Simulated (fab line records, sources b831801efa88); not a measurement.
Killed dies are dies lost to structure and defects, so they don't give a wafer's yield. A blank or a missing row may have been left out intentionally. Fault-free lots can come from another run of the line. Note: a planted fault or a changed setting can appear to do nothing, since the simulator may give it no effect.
Which tool did it? + flow sky130 + 45 wafers from 15 lots sampled at 3 of the route's 708 steps

WHAT THE GAUGES SHOWED, per wafer
SKY_CAPM_OVL_MEAS_12.
| lot  | measured     | on         | CAPM_OVL (nm)  |
|------|--------------|------------|----------------|
| L149 | day 38 01:46 | overlay-02 | 0.0 -2.6 -0.4  |
| L150 | day 38 06:08 | overlay-01 | -0.1 -0.3 0.4  |
| L151 | day 39 02:34 | overlay-01 | -0.2 0.4 0.8   |
| L154 | day 40 09:04 | overlay-02 | -0.8 0.9 1.5   |
| L155 | day 40 23:47 | overlay-01 | 0.1 -0.9 0.0   |
| L156 | day 41 02:05 | overlay-01 | -0.6 -0.6 -0.9 |
| L159 | day 41 05:12 | overlay-02 | -1.6 0.4 -1.4  |
| L160 | day 41 23:05 | overlay-01 | -0.4 -2.1 -2.1 |
| L163 | day 42 08:49 | overlay-02 | -1.6 -0.9 -1.2 |
| L164 | day 42 23:59 | overlay-01 | 1.3 0.1 0.8    |
| L165 | day 43 02:04 | overlay-01 | -2.0 -2.2 -3.1 |
| L166 | day 43 05:41 | overlay-01 | 0.0 -0.8 -0.4  |
| L168 | day 43 10:05 | overlay-02 | -2.5 -0.6 -1.1 |
| L170 | day 44 05:40 | overlay-02 | 0.5 -0.5 0.4   |
| L171 | day 44 09:54 | overlay-01 | -2.2 -0.7 -0.4 |

EACH LOT AND THE TOOL THAT RAN IT (in order: tool; ch and the chambers of the sampled wafers; start)
| lot  | SKY_VIA2_CVD_21               | SKY_VIA2_CMP_24               |
|------|-------------------------------|-------------------------------|
| L149 | cvd w-01 ch 0,1, day 37 00:35 | cmp-02 ch 1,2,3, day 37 00:56 |
| L150 | cvd w-02 ch 0,1, day 37 04:38 | cmp-01 ch 2,3, day 37 04:57   |
| L151 | cvd w-01 ch 1, day 38 00:34   | cmp-02 ch 0,1,3, day 38 00:55 |
| L154 | cvd w-02 ch 0,1, day 39 06:18 | cmp-01 ch 0,1,2, day 39 06:40 |
| L155 | cvd w-02 ch 0,1, day 39 22:49 | cmp-01 ch 0,2,3, day 39 23:11 |
| L156 | cvd w-02 ch 0,1, day 40 01:18 | cmp-01 ch 1,2, day 40 01:37   |
| L159 | cvd w-01 ch 0,1, day 40 04:44 | cmp-01 ch 1,2,3, day 40 05:00 |
| L160 | cvd w-01 ch 0,1, day 40 22:20 | cmp-02 ch 0,1,2, day 40 22:41 |
| L163 | cvd w-01 ch 0,1, day 41 09:03 | cmp-02 ch 1,2,3, day 41 09:25 |
| L164 | cvd w-02 ch 0,1, day 41 22:41 | cmp-02 ch 0,1,2, day 41 23:00 |
| L165 | cvd w-02 ch 0,1, day 42 01:00 | cmp-01 ch 1,2, day 42 01:19   |
| L166 | cvd w-01 ch 0, day 42 04:21   | cmp-01 ch 0,1,2, day 42 04:43 |
| L168 | cvd w-01 ch 0,1, day 42 09:09 | cmp-01 ch 0,2,3, day 42 09:37 |
| L170 | cvd w-02 ch 0,1, day 43 05:39 | cmp-02 ch 0,1,2, day 43 06:18 |
| L171 | cvd w-01 ch 0,1, day 43 10:05 | cmp-02 ch 0,2,3, day 43 10:29 |
- SKY_VIA2_CVD_21: deposits W, target thk 420 nm, time 126.4 s.
- SKY_VIA2_CMP_24: polishes, stops on SiO2, t overpolish 20 s, target thk 0 nm.

WHAT THE TOOLS THEMSELVES READ (means of the sampled wafers that have a number; where no wafer has one, the mark that the record gives instead)
SKY_VIA2_CVD_21.
| lot  | tool     | heater power w (W) | susceptor temp C (C) |
|------|----------|--------------------|----------------------|
| L149 | cvd w-01 | 803                | 399.84               |
| L150 | cvd w-02 | 829                | 400.10               |
| L151 | cvd w-01 | 843                | 400.08               |
| L154 | cvd w-02 | 760                | 400.00               |
| L155 | cvd w-02 | 770                | 399.90               |
| L156 | cvd w-02 | 765                | 400.22               |
| L159 | cvd w-01 | 818                | 400.13               |
| L160 | cvd w-01 | 826                | 399.94               |
| L163 | cvd w-01 | 804                | 400.14               |
| L164 | cvd w-02 | 792                | 399.75               |
| L165 | cvd w-02 | 766                | 400.10               |
| L166 | cvd w-01 | 775                | 399.82               |
| L168 | cvd w-01 | 802                | 399.86               |
| L170 | cvd w-02 | 784                | 399.90               |
| L171 | cvd w-01 | 837                | 399.79               |

SKY_VIA2_CMP_24.
| lot  | tool   | motor current A (A) | overpolish run s (s) | time to endpoint s (s) |
|------|--------|---------------------|----------------------|------------------------|
| L149 | cmp-02 | 12.3                | 20.001               | 102                    |
| L150 | cmp-01 | 10.4                | 20.006               | 108                    |
| L151 | cmp-02 | 12.3                | 19.999               | 103                    |
| L154 | cmp-01 | 11.5                | 19.983               | 95                     |
| L155 | cmp-01 | 10.1                | 19.989               | 104                    |
| L156 | cmp-01 | 12.4                | 20.002               | 104                    |
| L159 | cmp-01 | 11.2                | 19.998               | 101                    |
| L160 | cmp-02 | 12.3                | 19.999               | 99                     |
| L163 | cmp-02 | 12.4                | 19.994               | 97                     |
| L164 | cmp-02 | 11.9                | 20.001               | 99                     |
| L165 | cmp-01 | 12.1                | 20.013               | 109                    |
| L166 | cmp-01 | 11.3                | 20.002               | 103                    |
| L168 | cmp-01 | 10.4                | 20.004               | 108                    |
| L170 | cmp-02 | 12.2                | 20.005               | 102                    |
| L171 | cmp-02 | 11.7                | 19.995               | 100                    |

THE ANSWER, worked out from the rows above alone
Rule: usual is defined by the lots themselves. Put in order of their means at a reading, lots are off if they are a third of the lots or fewer, leave a main group of 4 or more, and stand apart from it by a gap of 3 or more times the standard deviation of the main group's means; of several such gaps the widest counts. Not used: any main group whose means are identical at the precision the tables above print for the reading. A lot without any number at a reading at which 4 lots or more have one is off too. Any other lot the step has rows for is counted as sound. The gauges are gone through in route order, then the tools' own readings, and for those a lot's mean is taken as printed above. The first step at which some lot is off is used, and at that step the reading that is off furthest; a lot without a number counts as furthest.
None of the lots is off at any reading shown; this tells nothing.

WHAT THE SIMULATOR PUT IN
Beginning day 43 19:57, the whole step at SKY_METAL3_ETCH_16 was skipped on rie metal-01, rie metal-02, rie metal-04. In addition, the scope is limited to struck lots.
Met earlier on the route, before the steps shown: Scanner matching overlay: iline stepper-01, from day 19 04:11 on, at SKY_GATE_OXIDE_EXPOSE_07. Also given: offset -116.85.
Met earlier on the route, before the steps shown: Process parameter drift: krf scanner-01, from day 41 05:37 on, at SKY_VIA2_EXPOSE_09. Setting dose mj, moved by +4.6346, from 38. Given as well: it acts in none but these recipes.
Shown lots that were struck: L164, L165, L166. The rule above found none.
